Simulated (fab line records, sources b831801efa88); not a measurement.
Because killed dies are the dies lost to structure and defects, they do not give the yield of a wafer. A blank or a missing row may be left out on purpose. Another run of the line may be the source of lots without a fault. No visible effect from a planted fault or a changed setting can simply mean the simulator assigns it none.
2 desks looking at one fault ; flow gf180mcu ; numbers are kept per desk, each desk with only its own; the story behind them comes last

## DESK OF THE TOOL OWNER: litho track-02
The tool's own readings at GF_STI_COAT_07 (resist thk 700 nm): means of the sampled wafers that have a number, for each lot that ran on this tool. If a lot's mean is further than 4 standard deviations from the usual mean, the lot is out of limits and carries the mark OUT (the distance appears in the brackets).
Columns: A = dispense pressure kPa at GF_STI_COAT_07, usual 47.4 kPa; B = exhaust pa at GF_STI_COAT_07, usual 44.9 Pa; C = resist line temp C at GF_STI_COAT_07, usual 23.01 C
lot;first seen here;A;B;C
L795;day 2 04:53;45.0;45.5;23.05
L799;day 3 01:41;45.0;45.4;23.01
L802;day 3 16:47;45.0;44.3;22.99
L804;day 4 03:08;45.0;45.3;23.07
L807;day 4 18:46;45.0;43.9;23.00
L811;day 5 15:20;45.0;44.0;23.00
This desk's verdict: no lot among the 6 shows anything out of limits.

## FROM THE METROLOGY DESK
Lot by lot, what the gauges showed, no matter which tool ran the lot: averages of those sampled wafers that carry a number. If a lot's mean is further than 4 standard deviations from the usual mean, the lot is out of limits and carries the mark OUT (the distance appears in the brackets).
Columns: A = NWELL_RS at GF_VT_IMPLANT_RS_MEAS_47, usual 488.1 ohm/sq; B = CONTACT_CVD_02_THK at GF_CONTACT_THK_MEAS_03, usual 858 nm; C = M2_OVL at GF_M2_OVL_MEAS_15, usual -1 nm
lot;first seen here;A;B;C
L793;day 7 13:36;487.9;858;9
L794;day 7 17:41;487.0;862;1
L795;day 8 00:07;487.1;859;-4
L798;day 8 19:10;488.3;853;-1
L799;day 9 05:22;486.7;850;4
L800;day 9 10:17;489.6;862;-8
L802;day 10 00:30;490.3;857;-4
L803;day 10 05:43;488.3;852;-2
L804;day 10 12:56;488.0;857;-2
L807;day 11 14:48;487.8;855;-11
L809;day 12 00:53;488.0;854;2
L811;day 12 15:14;488.1;867;-3
L814;day 13 11:17;489.4;852;6
This desk's verdict: no lot among the 13 shows anything out of limits.

## TAKEN TOGETHER
The tool owner's desk saw nothing out of limits.
From the metrology desk's view, nothing was out of limits.

## WHAT THE SIMULATOR HAD PUT IN
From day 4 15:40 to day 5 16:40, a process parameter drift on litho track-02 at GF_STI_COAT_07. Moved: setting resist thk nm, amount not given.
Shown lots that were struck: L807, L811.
